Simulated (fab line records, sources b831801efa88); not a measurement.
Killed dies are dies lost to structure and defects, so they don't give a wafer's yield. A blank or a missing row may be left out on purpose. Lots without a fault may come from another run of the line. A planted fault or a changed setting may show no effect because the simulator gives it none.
Problem report in the 8D (eight disciplines) form, filled by code | flow sky130 | the parts of the form that need people (team, actions taken, sign-off) are left out

1. THE PROBLEM
dose_ions_cm2 at SKY_LDD_N_IMPLANT_10 reads a mean of 6.820e+13 on 6 wafers of 2 lots; wafers without a fault read 7.499e+13 with a standard deviation of 7.9e+10. That is -86 standard deviations from the usual mean.
First seen on wafer L952.1, day 24 01:48, on implanter-04. The record holds 39 wafers of 13 lots with a number at this step. Rule for "out", or "out of limits": more than 4 standard deviations from the usual mean. The other wafers with a number count as sound.

2. WHAT IT IS AND WHAT IT IS NOT
question                    | is                     | is not
which readings at this step | dose_ions_cm2          | -
which lots                  | L952, L954             | L936, L937, L939, L940, L941, L942, L943, L944, L946, L951, L955
which wafers of those lots  | all that have a number | -
read on which tools         | implanter-04           | implanter-01, implanter-02
when                        | from day 24 01:48      | up to then (30 sound wafers); but 3 sound wafers of L955 came after

3. SUSPECTS, AND WHAT RULES EACH OUT
Counting: a tool at a process step up to the reading stays a suspect if it ran every lot that is out and no sound lot after the first of them.
- implanter-04 at SKY_LDD_N_IMPLANT_10: kept. It ran every lot that is out, first L952 (day 24 01:48), and no sound lot after that; its last sound lot up to then is L939 (day 19 14:06). Its own readings are out on those wafers: dose_ions_cm2.
Left after counting: implanter-04 at SKY_LDD_N_IMPLANT_10.

4. THE CAUSE (what the simulator had put in)
Process parameter drift: implanter-04, from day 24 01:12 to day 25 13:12, at SKY_LDD_N_IMPLANT_10. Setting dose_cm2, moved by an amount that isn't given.
Counting left only this tool.

5. THE CHAIN OF EFFECTS, in route order
Each row: a reading whose mean over the struck wafers that have a number lies more than 3 standard deviations from the usual. Only readings for which the record gives a usual standard deviation are gone through. hours: the time from each lot's start at the first step in this table that gives one to its start at this step, as a median over the lots. sigmas: the change in usual standard deviations.
hours | step                 | reading            | usual     | on struck wafers | change     | sigmas
0     | SKY_LDD_N_IMPLANT_10 | dose_ions_cm2      | 7.499e+13 | 6.820e+13        | -6.795e+12 | -86
0     | SKY_LDD_N_IMPLANT_10 | faraday_current_uA | 424       | 386              | -38        | -4.4
The process steps in it:
- SKY_LDD_N_IMPLANT_10
Later measuring or inspecting steps at which every struck wafer that the step has a row for has a number for every such reading, and none has moved that far: SKY_VIA1_CD_MEAS_12.

6. WHAT WOULD HAVE CAUGHT IT SOONER
In this record the first reading out of limits was taken at day 24 01:48, 1 hour after the fault began at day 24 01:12.
